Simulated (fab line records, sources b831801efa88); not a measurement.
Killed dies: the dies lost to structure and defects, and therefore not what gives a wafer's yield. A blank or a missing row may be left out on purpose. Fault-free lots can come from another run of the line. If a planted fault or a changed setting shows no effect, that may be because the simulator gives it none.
A struck lot beside a sound one ; flow gf180mcu ; 16 out of 602 route steps
Sound: these wafers, L239.1, L239.2, L239.3. Struck: wafers L242.1, L242.5. (L242.2 of the same lot was not struck and is left out.) The cause comes at the end.
Each step with rows lists, per side, the tool, then ch with its chambers, then its first start. Under that, the readings that differ: sound wafers ; struck wafers ; difference of the means ; sigmas: that difference in standard deviations of wafers without a fault.
alike: readings with means less than 2 such deviations apart, plus words and numbers identical on both sides. not compared: withheld readings, readings lacking a value on some wafer, bounds such as >300 that could conceal the same value, and numbers that have no deviation in the record and whose values overlap.
The two part at a step that has a row with sigmas, a row that says differs or no value, or rows on one side only. Non-overlapping numbers with no deviation appear without sigmas and do not part them. Lack of a reading on every wafer of one side parts them only where that side has two or more wafers.

GF_M2_SPUTTER_04: material TiN, target thk 50 nm, time 41.7 s.
  sound on pvd sputter-01 at day 19 08:05; struck on pvd sputter-03 at day 20 16:11
  alike: throttle valve pct
GF_M2_RS_MEAS_05: uses a four-point probe to measure.
  sound on film metro-04 at day 19 08:07; struck on film metro-04 at day 20 16:13
  alike: M2_ALCU_RS
GF_M2_THK_MEAS_06: measures by xrf.
  sound on film metro-04 at day 19 08:14; struck on film metro-04 at day 20 16:20
  alike: M2_ALCU_THK
then, 7 steps without rows for these wafers: GF_M2_DEHYDRATE_07 (time 60 s); GF_M2_HMDS_08 (prime time 60 s); GF_M2_COAT_09 (resist thk 1000 nm); GF_M2_SOFTBAKE_10 (time 60 s); GF_M2_EXPOSE_11 (exposes mask Metal2, target cd 280 nm); GF_M2_PEB_12 (peb time 90 s); GF_M2_DEVELOP_13 (develop time 60 s).
GF_M2_CD_MEAS_14 targets a cd of 280 nm.
  sound on cd sem-02 at day 20 08:38; struck on cd sem-02 at day 21 15:58
  alike: cd nm
GF_M2_OVL_MEAS_15:
  sound on overlay-02 at day 20 08:46; struck on overlay-01 at day 21 16:05
  alike: M2_OVL
GF_M2_METAL_ETCH_16: etches the open film in Cl2/BCl3, stops on SiO2, target depth 627.5 nm, time 104.6 s.
  sound on rie metal-04 ch 0,1, day 20 08:48; struck on rie metal-04 ch 0, day 21 16:07
reading;sound;struck;difference;sigmas
oes product au (a.u.);0.968 0.973 0.962;0.909 0.910;-0.058;-9
run length s (s);136.2 136.5 136.3;145.9 145.8;+9.5;+13
throttle valve pct (%);28.234 28.247 28.268;28.317 28.317;+0.067;+6
model.KrF_of_M2_COAT_09.thk nm (nm);739.3 738.6 737.6;706.5 707.1;-31.7;
  alike: drypump motor current A, he backside leak sccm
  not compared: rf hours counter h
GF_M2_STRIP_17: strips in O2/N2.
  sound on plasma asher-02 ch 0,1, day 20 08:57; struck on plasma asher-04 ch 1, day 21 16:13
reading;sound;struck;difference;sigmas
oes product au (a.u.);0.564 0.557 0.555;0.551 0.545;-0.011;-2
strip time to endpoint s (s);7.92 7.92 7.91;7.60 7.60;-0.32;-9
  alike: drypump motor current A, heater power w
  not compared: rf hours counter h
then, 1 step without rows for these wafers: GF_M2_STRIP_18 (strips in post etch residue remover, time 1200 s).
GF_PASSIVATION_PROBE_99:
  the record has rows for the sound wafers here (prober-01, day 29 22:04) and none for the struck ones

== WHERE THEY PART ==
At GF_M2_METAL_ETCH_16 first; at GF_PASSIVATION_PROBE_99 last (within this record only).

WHY: whatever the simulator had introduced
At GF_M2_METAL_ETCH_16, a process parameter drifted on rie metal-04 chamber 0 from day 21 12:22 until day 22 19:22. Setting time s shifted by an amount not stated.
